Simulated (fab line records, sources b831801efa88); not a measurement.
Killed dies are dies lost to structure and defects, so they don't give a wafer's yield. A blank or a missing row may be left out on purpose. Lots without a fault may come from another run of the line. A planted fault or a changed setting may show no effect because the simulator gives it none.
fab line records | flow sky130
record lots=5 wafers=15 last_day=50
route steps=708 shown METAL1@448 VIA1@458 METAL2@483 PAD_OPEN@708
lots that met no fault: from a run of the same line without faults
start_h: hours from the record's first day to the start of the lot's first wafer shown | wait_h: hours since the lot's step before | " the same as in the row above | L1.1+2: a row that stands for several wafers | - no value, or no start given | * or withheld: withheld | < > ~ a bound
route shown NAME@n: a module of which the file shows steps, and the number in the route of the first | usual: mean/standard deviation of fault-free wafers | same: alike in all rows | chamber/n: place in a boat | sites: the reading at each site | _std_site: their standard deviation | _edge_site: outer sites' mean less inner sites' | radius_mm: how far each site lies from the wafer's centre | mask NAME#n: copy n | behind: the tool/chamber that last shaped the wafer | hold: why the lot was held/for how many hours/how that ended | device: the transistor (n, p or np) that didn't switch | end of line: the same wafers' tests at the end of the route | a step without rows: its recipe alone | killed: dies lost to structure and defects at the first sort, not the wafer's yield | map: a wafer's dies, x killed, . not, _ none there
set.NAME: the setting as run; set.NAME@STEP: as run at that earlier step | model.NAME: the simulator's own value behind a step, which no gauge read
lots at some steps of the route; a table a step, a row a wafer
services: from which hour (start_h, from the record's first day; less than 0 if before it) a tool's chamber was out of use, for how many hours, and why
## steps
# step SKY_METAL1_DEVELOP_14
# recipe develop_time_s=60 resist=KrF-thick dev_temp_c=21
# step SKY_METAL1_CD_MEAS_15
# recipe target_cd_nm=140
# usual cd_nm=140.0/1.6
# columns lot.wafer tool chamber start_h wait_h cd_nm
L206.1 cd_sem-01 - 793.92 - 139.9
L206.3 " - " " 140.4
L206.4 " - " " 139.6
L207.3 cd_sem-02 - 812.29 - 138.3
L207.5 " - " " 139.9
L207.6 " - " " 138.4
L210.1 cd_sem-01 - 832.40 - 139.8
L210.3 " - " " 139.5
L210.4 " - " " 139.0
L213.1 cd_sem-01 - 854.70 - 139.3
L213.2 " - " " 140.6
L213.6 " - " " 137.4
L224.2 cd_sem-01 - 929.02 - 137.9
L224.4 " - " " 137.7
L224.5 " - " " 137.3
# step SKY_METAL1_OVL_MEAS_16
# usual METAL1_OVL=-2/5.4
# columns lot.wafer tool chamber start_h wait_h METAL1_OVL[nm]
L206.1 overlay-01 - 794.04 0.1 2
L206.3 " - " " 3
L206.4 " - " " -1
L207.3 overlay-02 - 812.38 0.1 -2
L207.5 " - " " 0
L207.6 " - " " 1
L210.1 overlay-02 - 832.52 0.1 -7
L210.3 " - " " -6
L210.4 " - " " -4
L213.1 overlay-02 - 854.82 0.1 5
L213.2 " - " " -5
L213.6 " - " " 3
L224.2 overlay-01 - 929.13 0.1 2
L224.4 " - " " 0
L224.5 " - " " 0
# step SKY_METAL1_DESCUM_17
# recipe chemistry=O2 source_power_w=150 bias_power_w=0 pressure_mtorr=10 temp_c=40 time_s=8
# step SKY_METAL1_ETCH_18
# recipe chemistry=N2/H2 target=BARC ion_energy_ev=200 bias_w=100 pressure_mtorr=30 n2_flow_sccm=100 h2_flow_sccm=200 icp_w=500 stop_on=SiO2 time_s=45.9 target_depth_a=600
# usual drypump_motor_current_A=5.5/0.34 oes_product_au=0.856/0.0044 throttle_valve_pct=13.226/0.0077
# same time_s=45.9
# columns lot.wafer tool chamber start_h wait_h drypump_motor_current_A oes_product_au rf_hours_counter_h throttle_valve_pct
L206.1 rie_metal-03 1 794.14 0.1 5.4 0.855 8 13.235
L206.3 " 1 " " 5.4 0.857 - 13.219
L206.4 " 1 " " 5.4 0.860 - 13.209
L207.3 rie_metal-04 1 812.46 0.0 6.1 0.852 - 13.233
L207.5 " 1 " " 6.1 0.857 - 13.237
L207.6 " 0 " " 5.7 0.855 - 13.233
L210.1 rie_metal-01 1 832.58 0.0 5.1 0.859 7 13.224
L210.3 " 1 " " 5.1 0.852 - 13.241
L210.4 " 0 " " 5.4 0.865 - 13.231
L213.1 rie_metal-04 0 854.89 0.0 5.7 0.855 6 13.230
L213.2 " 1 " " 6.1 0.849 15 13.235
L213.6 " 0 " " 5.7 0.860 - 13.223
L224.2 rie_metal-01 0 929.19 0.0 5.4 0.860 15 13.222
L224.4 " 0 " " 5.4 0.854 - 13.225
L224.5 " 0 " " 5.4 0.857 - 13.235
# step SKY_METAL1_METAL_ETCH_19
# recipe target_depth_a=3600 stop_on=SiO2 over_etch_frac=0.3 time_s=78 chemistry=Cl2/BCl3 resist_sidewall_deg=88 pressure_mtorr=10 icp_w=900 bias_w=48.5 Cl2_flow_sccm=60 bcl3_flow_sccm=30
# step SKY_METAL1_STRIP_20
# recipe chemistry=O2/N2 power_w=1400 pressure_mtorr=1500 platen_temp_c=withheld o2_flow_sccm=3000 n2_flow_sccm=300 overash_fraction=0.5
# usual drypump_motor_current_A=5.5/0.47 oes_product_au=0.343/0.0048 strip_time_to_endpoint_s=2.68/0.041
# same overash_fraction=0.5
# columns lot.wafer tool chamber start_h wait_h drypump_motor_current_A oes_product_au rf_hours_counter_h strip_time_to_endpoint_s
L206.1 plasma_asher-01 0 794.44 0.1 4.9 0.337 100 2.65
L206.3 " 0 " " 4.9 0.339 - 2.66
L206.4 " 1 " " 6.1 0.341 - 2.68
L207.3 plasma_asher-02 0 812.63 0.1 5.0 0.350 - 2.71
L207.5 " 0 " " 4.9 0.352 - 2.71
L207.6 " 1 " " 5.6 0.348 - 2.67
L210.1 plasma_asher-02 0 832.74 0.1 4.9 0.334 40 2.61
L210.3 " 0 " " 4.9 0.337 - 2.59
L210.4 " 1 " " 5.5 0.338 - 2.64
L213.1 plasma_asher-02 1 855.04 0.1 5.5 0.344 42 2.72
L213.2 " 0 " " 5.0 0.348 42 2.74
L213.6 " 1 " " 5.6 0.349 - 2.71
L224.2 plasma_asher-02 0 929.34 0.1 4.9 0.340 50 2.67
L224.4 " 0 " " 4.9 0.340 - 2.65
L224.5 " 1 " " 5.5 0.336 - 2.64
# step SKY_METAL1_STRIP_21
# recipe chemistry=post_etch_residue_remover time_s=1200 temp_c=72.5
# step SKY_METAL1_CLEAN_22
# recipe chemistry=IPA time_s=180 temp_c=25
# step SKY_METAL1_CLEAN_23
# recipe chemistry=O3/DIW dry=n2_spin
# step SKY_VIA1_HDPCVD_00
# recipe material=SiO2 target_thk_nm=1030 sigma_open_frac=0.3 time_s=171.7 temp_c=400 sih4_flow_sccm=60 pressure_mtorr=6
# step SKY_VIA1_THK_MEAS_01
# recipe reads=SiO2_of_VIA1_HDPCVD_00
# usual VIA1_HDPCVD_THK=1031/8.7
# columns lot.wafer tool chamber start_h wait_h VIA1_HDPCVD_THK[nm]
L206.1 film_metro-02 - 795.15 0.1 1028
L206.3 " - " " 1045
L206.4 " - " " 1024
L207.3 film_metro-04 - 813.36 0.1 1018
L207.5 " - " " 1029
L207.6 " - " " 1038
L210.1 film_metro-02 - 833.51 0.1 1042
L210.3 " - " " 1038
L210.4 " - " " 1039
L213.1 film_metro-01 - 855.75 0.1 1034
L213.2 " - " " 1027
L213.6 " - " " 1032
L224.2 film_metro-01 - 930.10 0.1 1039
L224.4 " - " " 1046
L224.5 " - " " 1041
# step SKY_VIA1_CMP_02
# recipe material=SiO2 down_force_psi=4 platen_rpm=60 pad_velocity_m_s=0.94248
# usual motor_current_A=12.5/1.1 platen_rpm=60.00/0.048
# columns lot.wafer tool chamber start_h wait_h motor_current_A platen_rpm
L206.4 cmp-01 0 795.26 0.1 12.7 60.05
L206.1 " 1 " " 12.9 59.99
L206.3 " 2 " " 11.8 59.96
L207.3 cmp-01 3 813.45 0.1 13.8 60.07
L207.6 " 2 " " 11.9 60.05
L207.5 " 3 " " 13.7 60.07
L210.4 cmp-02 1 833.62 0.1 12.8 59.98
L210.3 " 2 " " 10.3 59.95
L210.1 " 3 " " 12.2 59.92
L213.1 cmp-02 0 855.86 0.1 13.3 59.88
L213.2 " 1 " " 13.7 59.99
L213.6 " 0 " " 13.2 59.89
L224.4 cmp-01 2 935.11 5.0 11.7 59.97
L224.2 " 3 " " 13.9 60.03
L224.5 " 2 " " 11.5 60.04
# step SKY_VIA1_BOW_MEAS_03
# recipe mode=bow
# usual VIA1_BOW=81/7.5
# columns lot.wafer tool chamber start_h wait_h VIA1_BOW[um]
L206.1 film_metro-01 - 795.51 0.1 80
L206.3 " - " " 77
L206.4 " - " " 86
L207.3 film_metro-01 - 813.74 0.2 67
L207.5 " - " " 81
L207.6 " - " " 73
L210.1 film_metro-01 - 833.87 0.1 80
L210.3 " - " " 71
L210.4 " - " " 77
L213.1 film_metro-01 - 856.11 0.2 84
L213.2 " - " " 90
L213.6 " - " " 73
L224.2 film_metro-01 - 935.43 0.2 83
L224.4 " - " " 81
L224.5 " - " " 81
# step SKY_VIA1_DEHYDRATE_04
# recipe temp_c=200 time_s=60
# step SKY_VIA1_HMDS_05
# recipe prime_time_s=60 prime_temp_c=120
# step SKY_VIA1_COAT_06
# recipe resist=BARC temp_c=withheld time_s=withheld spin_rpm=3000 resist_thk_nm=60
# step SKY_VIA1_COAT_07
# recipe resist=KrF-thick spin_rpm=3000 resist_thk_nm=450
# step SKY_VIA1_SOFTBAKE_08
# recipe temp_c=100 time_s=90 resist=KrF-thick
# step SKY_VIA1_EXPOSE_09
# recipe mask_id=VIM na=0.8 source_shape=annular sigma_inner=0.55 sigma_outer=0.85 target_cd_nm=150 dose_mj=38
# step SKY_VIA1_PEB_10
# recipe peb_temp_c=withheld peb_time_s=withheld resist=KrF-thick
# step SKY_VIA1_DEVELOP_11
# recipe develop_time_s=60 resist=KrF-thick dev_temp_c=21
# step SKY_VIA1_CD_MEAS_12
# recipe target_cd_nm=150
# usual cd_nm=150.2/1.5
# columns lot.wafer tool chamber start_h wait_h cd_nm
L206.1 cd_sem-01 - 822.15 - 150.5
L206.3 " - " " 150.3
L206.4 " - " " 149.3
L207.3 cd_sem-01 - 839.54 - 153.6
L207.5 " - " " 150.4
L207.6 " - " " 150.9
L210.1 cd_sem-01 - 860.10 - 147.3
L210.3 " - " " 147.0
L210.4 " - " " 148.1
L213.1 cd_sem-01 - 882.19 - 148.0
L213.2 " - " " 150.4
L213.6 " - " " 152.0
L224.2 cd_sem-01 - 958.97 - 148.9
L224.4 " - " " 148.2
L224.5 " - " " 148.1
# step SKY_VIA1_OVL_MEAS_13
# usual VIA1_OVL=-2/5.6
# columns lot.wafer tool chamber start_h wait_h VIA1_OVL[nm]
L206.1 overlay-02 - 822.27 0.1 -9
L206.3 " - " " -11
L206.4 " - " " -8
L207.3 overlay-02 - 839.63 0.1 -2
L207.5 " - " " -11
L207.6 " - " " -6
L210.1 overlay-02 - 860.22 0.1 0
L210.3 " - " " -8
L210.4 " - " " 7
L213.1 overlay-02 - 882.31 0.1 -5
L213.2 " - " " 0
L213.6 " - " " 2
L224.2 overlay-01 - 959.07 0.1 -3
L224.4 " - " " -1
L224.5 " - " " -3
# step SKY_VIA1_ETCH_14
# recipe chemistry=N2/H2 target=BARC ion_energy_ev=200 source_w=500 bias_w=100 pressure_mtorr=30 n2_flow_sccm=100 h2_flow_sccm=200 stop_on=SiO2 time_s=45.9 target_depth_a=600
# usual drypump_motor_current_A=5.8/0.46 oes_product_au=0.854/0.0048 throttle_valve_pct=13.224/0.0089
# same time_s=45.9
# columns lot.wafer tool chamber start_h wait_h drypump_motor_current_A oes_product_au rf_hours_counter_h throttle_valve_pct
L206.1 rie_diel-03 0 822.30 0.0 5.7 0.856 11 13.220
L206.3 " 2 " " 5.7 0.850 3 13.221
L206.4 " 1 " " 6.2 0.859 13 13.223
L207.3 rie_diel-03 3 839.65 0.0 5.3 0.859 4 13.222
L207.5 " 2 " " 5.7 0.864 - 13.224
L207.6 " 1 " " 6.1 0.862 - 13.224
L210.1 rie_diel-04 0 860.25 0.0 6.0 0.858 0 13.232
L210.3 " 3 " " 5.3 0.856 21 13.227
L210.4 " 2 " " 5.8 0.850 10 13.212
L213.1 rie_diel-03 0 882.34 0.0 5.7 0.861 13 13.215
L213.2 " 3 " " 5.3 0.858 5 13.249
L213.6 " 0 " " 5.7 0.853 - 13.233
L224.2 rie_diel-04 0 959.10 0.0 6.0 0.852 3 13.221
L224.4 " 2 " " 5.8 0.857 12 13.207
L224.5 " 1 " " 5.1 0.844 - 13.214
# step SKY_VIA1_ETCH_15
# recipe target=SiO2 chemistry=C4F8/O2/Ar target_depth_nm=351 stop_on=TiN mask_material=KrF-thick source_w=1477 bias_w=1200 pressure_mtorr=40 c4f8_flow_sccm=withheld O2_flow_sccm=6 Ar_flow_sccm=300 time_s=54
# step SKY_VIA1_STRIP_16
# recipe chemistry=O2/N2 power_w=1400 pressure_mtorr=1500 platen_temp_c=withheld o2_flow_sccm=3000 n2_flow_sccm=300 overash_fraction=0.5
# step SKY_VIA1_STRIP_17
# recipe chemistry=post_etch_residue_remover time_s=1200 temp_c=72.5
# step SKY_VIA1_CLEAN_18
# recipe chemistry=IPA time_s=180 temp_c=25
# step SKY_VIA1_CLEAN_19
# recipe chemistry=O3/DIW dry=n2_spin
# step SKY_VIA1_SPUTTER_20
# recipe material=TiN target_thk_nm=20 chamber_pressure_pa=5 power_w=4000 time_s=80
# step SKY_VIA1_CVD_21
# recipe material=W target_thk_nm=270 time_s=80.902 temp_c=400 pressure_torr=40
# step SKY_VIA1_RS_MEAS_22
# recipe thk_meas_gauge=four-point-probe reads=W_of_VIA1_CVD_21+TiN_of_VIA1_SPUTTER_20
# usual VIA1_W_RS=0.424/0.0078
# columns lot.wafer tool chamber start_h wait_h VIA1_W_RS[ohm/sq]
L206.1 film_metro-01 - 823.18 0.1 0.413
L206.3 " - " " 0.429
L206.4 " - " " 0.412
L207.3 film_metro-04 - 840.53 0.1 0.415
L207.5 " - " " 0.413
L207.6 " - " " 0.428
L210.1 film_metro-04 - 861.10 0.1 0.420
L210.3 " - " " 0.438
L210.4 " - " " 0.419
L213.1 film_metro-01 - 883.18 0.1 0.424
L213.2 " - " " 0.428
L213.6 " - " " 0.424
L224.2 film_metro-04 - 960.10 0.1 0.427
L224.4 " - " " 0.413
L224.5 " - " " 0.411
# step SKY_VIA1_THK_MEAS_23
# recipe thk_meas_gauge=xrf reads=W_of_VIA1_CVD_21
# usual VIA1_W_THK=274/5.2
# columns lot.wafer tool chamber start_h wait_h VIA1_W_THK[nm]
L206.1 film_metro-01 - 823.30 0.1 280
L206.3 " - " " 270
L206.4 " - " " 280
L207.3 film_metro-04 - 840.63 0.1 279
L207.5 " - " " 281
L207.6 " - " " 272
L210.1 film_metro-04 - 861.22 0.1 277
L210.3 " - " " 266
L210.4 " - " " 277
L213.1 film_metro-01 - 883.30 0.1 275
L213.2 " - " " 272
L213.6 " - " " 274
L224.2 film_metro-04 - 960.21 0.1 276
L224.4 " - " " 284
L224.5 " - " " 285
# step SKY_VIA1_CMP_24
# recipe stop_on=SiO2 t_overpolish_s=15 down_force_psi=3.5 platen_rpm=60 target_thk_nm=0 pad_velocity_m_s=0.94248
# usual motor_current_A=11.5/1 overpolish_run_s=15.000/0.0093 platen_rpm=60.00/0.047 time_to_endpoint_s=65.5/2.9
# columns lot.wafer tool chamber start_h wait_h motor_current_A overpolish_run_s platen_rpm time_to_endpoint_s
L206.1 cmp-02 3 823.36 0.1 11.1 14.998 60.02 64.4
L206.3 " 1 " " 13.3 14.995 59.97 64.9
L206.4 " 2 " " 9.8 15.010 59.97 65.1
L207.3 cmp-02 1 840.82 0.2 13.3 15.020 60.08 70.1
L207.6 " 2 " " 9.4 15.000 59.98 66.5
L207.5 " 3 " " 11.5 15.011 59.94 66.5
L210.3 cmp-02 3 861.28 0.0 11.5 14.991 59.96 63.5
L210.1 " 0 " " 12.3 14.998 59.98 64.9
L210.4 " 1 " " 13.0 14.995 59.99 67.7
L213.1 cmp-02 1 883.41 0.1 12.9 15.008 59.99 68.1
L213.2 " 2 " " 9.6 15.007 60.01 68.0
L213.6 " 0 " " 11.6 15.008 60.00 63.1
L224.4 cmp-02 2 960.26 0.0 8.9 15.023 59.96 66.4
L224.2 " 0 " " 11.6 15.012 59.96 61.4
L224.5 " 2 " " 9.1 14.998 59.97 68.9
# step SKY_METAL2_SPUTTER_00
# recipe material=Ti target_thk_nm=15 power_w=3000 time_s=10 chamber_pressure_pa=0.4
# step SKY_METAL2_SPUTTER_01
# recipe material=TiN target_thk_nm=20 power_w=6500 time_s=16.7 chamber_pressure_pa=0.4
# step SKY_METAL2_SPUTTER_02
# recipe material=AlCu target_thk_nm=250 power_w=10600 time_s=13.3 chamber_pressure_pa=0.4
# step SKY_METAL2_SPUTTER_03
# recipe material=Ti target_thk_nm=5 power_w=3000 time_s=3.3 chamber_pressure_pa=0.4
# usual throttle_valve_pct=30.2/0.95
# same time_s=3.3
# columns lot.wafer tool chamber start_h wait_h throttle_valve_pct
L206.1 pvd_sputter-02 - 823.73 0.0 30.4
L206.3 " - " " 29.7
L206.4 " - " " 31.8
L207.3 pvd_sputter-02 - 841.04 0.0 29.6
L207.5 " - " " 31.8
L207.6 " - " " 30.7
L210.1 pvd_sputter-04 - 861.65 0.0 28.8
L210.3 " - " " 29.4
L210.4 " - " " 31.5
L213.1 pvd_sputter-02 - 883.73 0.0 30.8
L213.2 " - " " 30.0
L213.6 " - " " 29.7
L224.2 pvd_sputter-04 - 960.63 0.0 29.2
L224.4 " - " " 28.8
L224.5 " - " " 29.6
# step SKY_METAL2_SPUTTER_04
# recipe material=TiN target_thk_nm=70 power_w=6500 time_s=58.3 chamber_pressure_pa=0.4
# step SKY_METAL2_RS_MEAS_05
# recipe thk_meas_gauge=four-point-probe reads=TiN_of_METAL2_SPUTTER_04+Ti_of_METAL2_SPUTTER_03+AlCu_of_METAL2_SPUTTER_02+TiN_of_METAL2_SPUTTER_01+Ti_of_METAL2_SPUTTER_00
# usual METAL2_ALCU_RS=0.1266/0.0013
# columns lot.wafer tool chamber start_h wait_h METAL2_ALCU_RS[ohm/sq]
L206.1 film_metro-04 - 823.80 0.0 0.1267
L206.3 " - " " 0.1268
L206.4 " - " " 0.1263
L207.3 film_metro-03 - 841.15 0.1 0.1264
L207.5 " - " " 0.1258
L207.6 " - " " 0.1264
L210.1 film_metro-01 - 861.72 0.0 0.1254
L210.3 " - " " 0.1250
L210.4 " - " " 0.1245
L213.1 film_metro-01 - 883.80 0.0 0.1287
L213.2 " - " " 0.1285
L213.6 " - " " 0.1289
L224.2 film_metro-03 - 960.72 0.0 0.1260
L224.4 " - " " 0.1239
L224.5 " - " " 0.1242
# step SKY_METAL2_THK_MEAS_06
# recipe thk_meas_gauge=xrf reads=AlCu_of_METAL2_SPUTTER_02
# usual METAL2_ALCU_THK=252.1/2.9
# columns lot.wafer tool chamber start_h wait_h METAL2_ALCU_THK[nm]
L206.1 film_metro-04 - 823.92 0.1 251.4
L206.3 " - " " 251.5
L206.4 " - " " 252.2
L207.3 film_metro-03 - 841.25 0.1 256.1
L207.5 " - " " 253.2
L207.6 " - " " 253.3
L210.1 film_metro-01 - 861.84 0.1 253.1
L210.3 " - " " 253.9
L210.4 " - " " 254.2
L213.1 film_metro-01 - 883.92 0.1 247.4
L213.2 " - " " 248.9
L213.6 " - " " 246.4
L224.2 film_metro-03 - 960.83 0.1 253.8
L224.4 " - " " 254.1
L224.5 " - " " 253.4
# step SKY_PAD_OPEN_PROBE_99
# usual defect_limited_yield=82.1/1.8 killed_at_M0_to_M3=44/6.2 killed_at_M4_up=3.3/1.7 killed_at_contacts=24/4.9 killed_at_front_end=16/5 killed_at_other=0.3/0.48 killed_dies=88/9 killed_on_rim=17/3.7 killed_open=48/7 killed_short=39/6.1 sort_bin_3_pad_short=0.9/0.46 sort_bin_5_function=10.6/1.4 sort_bin_6_memory=6.4/1.1 sort_n_pass=404/9 sort_yield_pct=82.1/1.8
# same gross_dies=492 killed_at_back_side=0 sort_bin_4_leakage[%]=0 sort_bin_8_speed[%]=0
# columns lot.wafer tool chamber start_h wait_h defect_limited_yield[%] killed_at_M0_to_M3 killed_at_M4_up killed_at_contacts killed_at_front_end killed_at_other killed_dies killed_on_rim killed_open killed_short sort_bin_3_pad_short[%] sort_bin_5_function[%] sort_bin_6_memory[%] sort_n_pass sort_yield_pct[%] model.etest.tester.sort_n_pass model.etest.tester.sort_yield_pct model.etest.tester.sort_bin_5_pct model.etest.tester.sort_bin_6_pct model.etest.tester.sort_bin_3_pct
L206.1 prober-02 - 1102.77 0.1 82.9 41 1 30 12 0 84 18 40 43 1.0 11.2 4.9 408 82.9 408 82.93 11.18 4.878 1.016
L206.3 prober-02 - 1102.87 0.2 83.9 38 3 31 7 0 79 17 45 34 0.4 9.1 6.5 413 83.9 413 83.94 9.146 6.504 0.4065
L207.3 prober-02 - 1111.00 0.2 81.9 48 2 21 18 0 89 14 49 38 1.0 12.0 5.1 403 81.9 403 81.91 11.99 5.081 1.016
L207.6 prober-02 - 1111.15 0.2 86.2 33 5 15 15 0 68 13 35 30 1.2 8.3 4.3 424 86.2 424 86.18 8.333 4.268 1.22
L210.1 prober-01 - 1129.97 0.1 81.5 47 7 19 18 0 91 21 52 39 1.2 12.0 5.3 401 81.5 401 81.5 11.99 5.285 1.22
L210.3 prober-01 - 1130.07 0.2 79.3 46 7 21 28 0 102 18 54 45 1.8 13.0 5.9 390 79.3 390 79.27 13.01 5.894 1.829
L210.4 prober-01 - 1130.12 0.2 80.3 54 4 28 10 1 97 16 52 44 2.0 9.8 7.9 395 80.3 395 80.28 9.756 7.927 2.033
L213.1 prober-02 - 1142.89 0.1 53.0 193 3 16 19 0 231 45 34 34 4.1 27.2 15.7 261 53.0 261 53.05 27.24 15.65 4.065
L213.2 prober-02 - 1142.94 0.1 48.2 217 2 19 16 1 255 58 47 33 3.3 33.5 15.0 237 48.2 237 48.17 33.54 15.04 3.252
L213.6 prober-02 - 1143.14 0.2 47.2 224 4 20 12 0 260 45 47 29 2.6 36.0 14.2 232 47.2 232 47.15 35.98 14.23 2.642
L224.2 prober-01 - 1197.24 0.1 80.5 55 5 24 12 0 96 18 54 42 1.8 10.2 7.5 396 80.5 396 80.49 10.16 7.52 1.829
L224.4 prober-01 - 1197.34 0.2 81.1 55 0 22 16 0 93 18 48 45 1.2 12.4 5.3 399 81.1 399 81.1 12.4 5.285 1.22
L224.5 prober-01 - 1197.39 0.2 81.7 37 3 30 20 0 90 22 46 44 1.2 9.8 7.3 402 81.7 402 81.71 9.756 7.317 1.22
# killed by level:class
L206.1 CONTACT:geometric_particle:open=14 VIA1:geometric_particle:open=10 METAL1:geometric_particle:short=8 LOCAL_INTERCONNECT:geometric_particle:short=5 VIA2:geometric_particle:open=5 FIELD_ISO:geometric_particle:short=4 LI_CONTACT:geometric_particle:short=4 CONTACT:geometric_particle:short=4
L206.3 CONTACT:geometric_particle:open=13 VIA1:geometric_particle:open=11 VIA2:geometric_particle:open=8 METAL1:geometric_particle:short=6 LOCAL_INTERCONNECT:geometric_particle:short=5 CONTACT:geometric_particle:short=5 LI_CONTACT:geometric_particle:open=4 VIA2:geometric_particle:short=3
L207.3 VIA1:geometric_particle:open=14 CONTACT:geometric_particle:open=11 METAL1:geometric_particle:short=8 METAL3:geometric_particle:short=7 FIELD_ISO:geometric_particle:short=6 VIA2:geometric_particle:open=6 LI_CONTACT:geometric_particle:open=4 VIA1:geometric_particle:short=4
L207.6 METAL2:geometric_particle:short=6 CONTACT:geometric_particle:open=6 VIA1:geometric_particle:open=6 METAL1:geometric_particle:short=5 POLY_GATE:geometric_particle:open=4 LI_CONTACT:geometric_particle:open=4 VIA2:geometric_particle:open=4 METAL4:geometric_particle:short=4
L210.1 VIA1:geometric_particle:open=13 METAL2:geometric_particle:short=9 VIA2:geometric_particle:open=7 CONTACT:geometric_particle:open=6 VIA3:geometric_particle:open=6 LOCAL_INTERCONNECT:geometric_particle:short=5 METAL4:geometric_particle:short=5 FIELD_ISO:geometric_particle:open=4
L210.3 VIA1:geometric_particle:open=13 VIA3:geometric_particle:open=9 FIELD_ISO:geometric_particle:short=6 POLY_GATE:geometric_particle:short=6 LI_CONTACT:geometric_particle:open=6 CONTACT:geometric_particle:open=6 VIA2:geometric_particle:short=6 FIELD_ISO:geometric_particle:open=5
L210.4 VIA1:geometric_particle:open=11 VIA2:geometric_particle:open=11 METAL2:geometric_particle:short=9 VIA3:geometric_particle:open=9 LI_CONTACT:geometric_particle:open=8 CONTACT:geometric_particle:short=6 FIELD_ISO:geometric_particle:short=5 LI_CONTACT:geometric_particle:short=5
L213.1 VIA1:unspecified=163 VIA1:geometric_particle:open=9 FIELD_ISO:geometric_particle:short=7 LI_CONTACT:geometric_particle:open=6 POLY_GATE:geometric_particle:open=4 CONTACT:geometric_particle:open=4 CONTACT:geometric_particle:short=4 VIA1:geometric_particle:short=4
L213.2 VIA1:unspecified=175 VIA2:geometric_particle:open=11 VIA1:geometric_particle:open=9 POLY_GATE:geometric_particle:open=7 VIA2:geometric_particle:short=6 LI_CONTACT:geometric_particle:open=5 FIELD_ISO:geometric_particle:short=4 CONTACT:geometric_particle:open=4
L213.6 VIA1:unspecified=184 VIA1:geometric_particle:open=11 VIA3:geometric_particle:open=8 CONTACT:geometric_particle:open=7 LI_CONTACT:geometric_particle:open=6 VIA3:geometric_particle:short=6 POLY_GATE:geometric_particle:short=4 CONTACT:geometric_particle:short=4
L224.2 CONTACT:geometric_particle:open=13 VIA3:geometric_particle:open=11 VIA1:geometric_particle:open=9 METAL2:geometric_particle:short=7 METAL1:geometric_particle:short=7 LI_CONTACT:geometric_particle:open=5 VIA2:geometric_particle:open=5 VIA3:geometric_particle:short=5
L224.4 VIA1:geometric_particle:open=15 CONTACT:geometric_particle:short=9 FIELD_ISO:geometric_particle:short=8 VIA3:geometric_particle:open=8 METAL1:geometric_particle:short=7 VIA2:geometric_particle:open=6 METAL2:geometric_particle:short=5 LI_CONTACT:geometric_particle:open=4
L224.5 CONTACT:geometric_particle:open=13 FIELD_ISO:geometric_particle:open=7 VIA1:geometric_particle:open=7 METAL1:geometric_particle:short=7 LI_CONTACT:geometric_particle:open=7 LOCAL_INTERCONNECT:geometric_particle:short=5 POLY_GATE:geometric_particle:short=4 METAL2:geometric_particle:short=4
# map L213.6 (x killed, . not)
__________..xx...xxx_________
________.x.x......xxxx_______
______xxxx..x..x...x.x.x_____
_____x.xxxxx...x.x.xx.x..____
____.xxx..xxxxx.x.xxxxxx..___
___..xx.xx.x..x..x...xxx..x__
__.xxxxxxxxxx.xx.xx..x.x.x.._
_..xx.xxxxxxxxx.....xx..xxx.x
_.xxx.xxxxx.x.x.xxxx.xxx...xx
_x..x.x..xxxxx.x...xxxxxxx..x
_.xxx...x....x..x.x..x.xx....
_x..x....xxx.x.xxx.x.xx......
_.x.x..xxx...xxxx.x.xxxx.x...
_xxx.xxx.x...xx..x.xxx....xx.
_.x..x.......x..xxxxxxx.x..xx
__.x.xx..xx.xxx..x.xxx...xxx_
___.xxxx....xxxxx.....xxx..__
____x....xxxx...x.xxx..x..___
_____.x...x..x..x....xxx.____
______xxxxxxxx.xxx....x._____
________.x.x..x.xxx.xx_______
__________.x..x.xx.._________
# map L210.3 (x killed, . not)
__________........x._________
________.x.x..x..x...._______
______.....xx.xx..x...x._____
_____x..xxxx......x......____
____.....x................___
___.x.....xx..............x__
__....x..x.........x...x...._
_..xx...........x.....x.x..xx
_.....x.x.........x..........
_..x..xxx..x....x............
_..........x.x......x........
_..x....x.x.x.........x..x...
_........x.......x...x...xx.x
_x......xx...x.xx.x.......x..
_x...x..............x.xxx...x
__....x...xxx....xx..xxx...._
___.x...x..x...x...........__
____....x....x........x...___
_____..xx.....x....x.....____
______x.x...x...x.xxxx.._____
________............x._______
__________x........._________
## services
# columns tool chamber start_h hours kind
rie_metal-04 - 774.45 0.9 repair
rie_diel-04 2 777.00 13.1 repair
rie_diel-03 0 782.81 5.2 repair
cmp-02 - 784.70 2.3 repair
cmp-02 - 788.88 1.8 repair
rie_diel-03 - 791.22 0.7 repair
pvd_sputter-02 - 794.24 9.0 repair
cmp-01 - 806.47 1.4 repair
pvd_sputter-04 - 807.32 8.4 repair
rie_diel-03 0 815.07 3.9 repair
rie_diel-04 1 832.15 3.6 repair
rie_diel-04 3 832.53 5.7 repair
pvd_sputter-04 - 840.32 3.3 repair
cmp-01 - 843.55 3.4 repair
pvd_sputter-04 - 854.22 1.9 repair
plasma_asher-02 - 862.68 0.5 repair
rie_diel-04 2 900.20 23.7 repair
cmp-02 - 914.81 5.0 pm
cmp-01 - 920.84 4.0 pm
pvd_sputter-02 - 924.27 0.6 repair
cmp-02 - 924.84 12.0 pm
pvd_sputter-02 - 928.96 2.4 repair
cmp-01 - 929.32 5.5 repair
pvd_sputter-04 - 943.92 1.2 repair
## key
first_sign step=SKY_PAD_OPEN_PROBE_99 reading=killed_at_M0_to_M3 direction=up sigmas=27 usual=44 struck=211
effect step=SKY_PAD_OPEN_PROBE_99 reading=defect_limited_yield direction=down sigmas=18 usual=82.1 struck=49.5
model_effect step=SKY_PAD_OPEN_PROBE_99 value=etest.tester.sort_n_pass without=399 struck=243.3
met_at SKY_VIA1_CMP_02
struck_wafers L213.1,L213.2,L213.6
onset_between 833.62 855.86
also_fits SKY_METAL1_ETCH_18:rie_metal-04,SKY_VIA1_ETCH_14:rie_diel-03,SKY_METAL2_SPUTTER_03:pvd_sputter-02
fault kind=chamber_particle_source tool=cmp-02 chamber=- onset_h=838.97 steps=SKY_VIA1_CMP_02 rate_per_visit_cm2=0.90298 end_h=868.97
